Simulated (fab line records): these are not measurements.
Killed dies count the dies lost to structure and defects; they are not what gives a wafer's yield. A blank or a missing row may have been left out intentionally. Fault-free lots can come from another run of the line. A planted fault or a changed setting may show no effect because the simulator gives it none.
Which tool was responsible? -- flow gf180mcu -- 11 lots, 33 wafers sampled, at 3 steps of a route of 602

## WHAT THE GAUGES READ, wafer by wafer
GF_V4_RS_MEAS_24: measures by four-point-probe.
lot,measured,on,V4_W_RS (ohm/sq)
L262,day 24 15:26,filmMetro-02,0.330 0.332 0.330
L263,day 24 21:45,filmMetro-02,0.329 0.329 0.330
L265,day 25 09:47,filmMetro-04,0.331 0.333 0.329
L266,day 25 21:12,filmMetro-03,0.328 0.318 0.330
L267,day 26 04:01,filmMetro-02,0.327 0.332 0.324
L269,day 26 22:52,filmMetro-02,0.319 0.318 0.323
L270,day 27 05:06,filmMetro-02,0.332 0.332 0.333
L271,day 27 11:47,filmMetro-02,0.331 0.323 0.322
L274,day 28 13:39,filmMetro-02,0.329 0.337 0.330
L284,day 31 11:16,filmMetro-04,0.330 0.251 0.335
L285,day 31 17:49,filmMetro-03,0.253 0.325 0.251

## WHICH TOOL RAN EACH LOT (tool, then ch and the chambers of the sampled wafers, then the start)
lot,GF_V4_CVD_02,GF_V4_CVD_23
L262,"pecvd-04 ch 0,2, day 23 15:40","cvdW-02 ch 0,1, day 24 15:19"
L263,"pecvd-02 ch 0,1, day 23 21:10","cvdW-02 ch 0, day 24 21:31"
L265,"pecvd-02 ch 0,1,2, day 24 10:43","cvdW-02 ch 0,1, day 25 09:40"
L266,"pecvd-04 ch 0,1,2, day 24 22:05","cvdW-01 ch 0,1, day 25 21:05"
L267,"pecvd-04 ch 0,1,2, day 25 04:36","cvdW-01 ch 0,1, day 26 03:53"
L269,"pecvd-01 ch 0,2, day 26 00:17","cvdW-01 ch 1, day 26 22:44"
L270,"pecvd-01 ch 1,2, day 26 06:38","cvdW-01 ch 0, day 27 04:55"
L271,"pecvd-02 ch 0,1,2, day 26 13:09","cvdW-01 ch 0,1, day 27 11:40"
L274,"pecvd-04 ch 0,1,2, day 27 16:31","cvdW-01 ch 0,1, day 28 13:32"
L284,"pecvd-02 ch 0,2, day 30 16:08","cvdW-01 ch 0,1, day 31 11:08"
L285,"pecvd-01 ch 1,2, day 30 22:46","cvdW-01 ch 0,1, day 31 17:42"
- GF_V4_CVD_02: deposits SiO2 from TEOS, target thk 850 nm, time 94.851 s.
- GF_V4_CVD_23: deposits W, target thk 350 nm, time 104.9 s.

## THE ANSWER, worked out from the rows above alone
Rule: the lots themselves supply what counts as usual. The widest of any qualifying gaps counts: lots, ordered by their means at a reading, are off when they make up no more than a third of the lots, leave a main group of 4 or more, and stand apart from it by 3 or more times the standard deviation of that group's means. A main group is skipped when, at the precision printed for the reading in the tables above, its means are all equal. A lot without any number at a reading at which 4 lots or more have one is off too. The other lots that the step has rows for count as sound.
Off: L284, L285, seen at GF_V4_RS_MEAS_24 (V4_W_RS). The main group: mean 0.328 ohm/sq, standard deviation 0.0038.
A tool fits if, at a process step before that reading, it ran every lot that is off, and no sound lot after the first of them. The gauges at GF_V4_RS_MEAS_24 are tried like those tools. One candidate fits, namely cvdW-01 at GF_V4_CVD_23. A fault onset in the window from L274 (day 28 13:32, its last sound lot) to L284 (day 31 11:08, its first lot off) fits.

## WHAT WAS PUT IN BY THE SIMULATOR
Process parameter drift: cvdW-01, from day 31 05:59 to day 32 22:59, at GF_V4_CVD_23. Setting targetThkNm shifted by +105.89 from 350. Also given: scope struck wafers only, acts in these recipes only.
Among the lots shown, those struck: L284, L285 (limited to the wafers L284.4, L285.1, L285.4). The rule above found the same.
